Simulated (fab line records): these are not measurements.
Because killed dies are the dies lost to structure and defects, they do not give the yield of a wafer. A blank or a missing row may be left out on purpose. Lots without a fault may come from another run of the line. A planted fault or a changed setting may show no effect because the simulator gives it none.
Code-filled problem report in 8D (eight disciplines) form || flow sky130 || the parts of the form that need people (team, actions taken, sign-off) are left out

== 1. WHAT WENT WRONG ==
Mean of sort_bin_3_pad_short at SKY_PAD_OPEN_PROBE_99: 4.1 % across 6 wafers in 2 lots; on wafers with no fault it is 0.9 % (standard deviation 0.38). That puts it +8.5 standard deviations away from the usual mean.
First seen on wafer L195.1, day 48 14:14, on prober-01. The record holds 36 wafers of 12 lots with a number at this step. Rule for "out", or "out of limits": more than 4 standard deviations from the usual mean. The rest of the wafers with a number are treated as sound.

== 2. WHAT IT IS AND WHAT IT IS NOT ==
{"question": "which readings at this step", "is": "sort_bin_3_pad_short, defect limited yield, killed_at_M0_to_M3, killed dies, sort n pass, sort yield pct", "is not": "killed at contacts, killed at front end, killed at other, killed on rim, killed open, killed short"}
{"question": "which lots", "is": "L194, L195", "is not": "L183, L185, L186, L187, L188, L189, L192, L203, L204, L205"}
{"question": "which wafers of those lots", "is": "all that have a number", "is not": "-"}
{"question": "read on which tools", "is": "prober-01, prober-02", "is not": "-"}
{"question": "when", "is": "from day 48 14:14", "is not": "up to then (21 sound wafers); but 9 sound wafers of L203, L204, L205 came after"}

== 3. SUSPECTS, AND WHAT RULES EACH OUT ==
Counting: a tool stays on the suspect list if, at a process step up to the reading, it processed all lots that are out and no sound lot following the first of them.
- rie diel-01 at SKY_VIA2_ETCH_14 (etches BARC in N2/H2, stops on SiO2, time 45.9 s, target depth 60 nm): kept. All lots that are out passed through it, beginning with L195 at day 39 22:16, and no sound lot followed; its final sound lot before that point was L192 at day 39 10:28.
Left after counting: rie diel-01 at SKY_VIA2_ETCH_14.

== 4. THE CAUSE (what the simulator had put in) ==
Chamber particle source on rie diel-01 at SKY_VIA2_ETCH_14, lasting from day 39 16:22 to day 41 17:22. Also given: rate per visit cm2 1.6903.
After counting, this tool was the only one left.

== 5. SEQUENCE OF EFFECTS, ordered by route ==
One row per reading whose mean, taken over the struck wafers that have a number, lies over 3 standard deviations from the usual. Readings are gone through only where the record gives a usual standard deviation; hours: the median, over the lots, of the time from a lot's start at the first step in this table giving one to that lot's start at this step; sigmas: the change measured in usual standard deviations.
{"hours": 0, "step": "SKY_PAD_OPEN_PROBE_99", "reading": "defect limited yield", "usual": "82.5 %", "on struck wafers": 71.0, "change": -11.5, "sigmas": -6.0}
{"hours": 0, "step": "SKY_PAD_OPEN_PROBE_99", "reading": "killed_at_M0_to_M3", "usual": 44, "on struck wafers": 103, "change": "+59", "sigmas": "+8.1"}
{"hours": 0, "step": "SKY_PAD_OPEN_PROBE_99", "reading": "killed dies", "usual": 86, "on struck wafers": 142, "change": "+56", "sigmas": "+6.0"}
{"hours": 0, "step": "SKY_PAD_OPEN_PROBE_99", "reading": "sort_bin_3_pad_short", "usual": "0.9 %", "on struck wafers": 4.1, "change": "+3.2", "sigmas": "+8.5"}
{"hours": 0, "step": "SKY_PAD_OPEN_PROBE_99", "reading": "sort_bin_5_function", "usual": "10.3 %", "on struck wafers": 17.3, "change": "+7.0", "sigmas": "+5.0"}
{"hours": 0, "step": "SKY_PAD_OPEN_PROBE_99", "reading": "sort n pass", "usual": 406, "on struck wafers": 350, "change": -56, "sigmas": -6.0}
{"hours": 0, "step": "SKY_PAD_OPEN_PROBE_99", "reading": "sort yield pct", "usual": "82.5 %", "on struck wafers": 71.0, "change": -11.5, "sigmas": -6.0}
Process steps it contains:
- SKY_PAD_OPEN_PROBE_99

== 6. HOW IT WOULD HAVE BEEN CAUGHT EARLIER ==
In this record the first reading out of limits was taken at day 48 14:14, 214 hours after the fault began at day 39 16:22.
No tool reading at SKY_VIA2_ETCH_14 that has a usual standard deviation in the record was out on any struck wafer, so an alarm limit of 4 standard deviations on those readings would not have fired.
The start of SKY_VIA2_ETCH_14 on rie diel-01 came by day 48 14:14 for every one of the lots that are out (2). A hold on the tool at that time would have spared none of them.
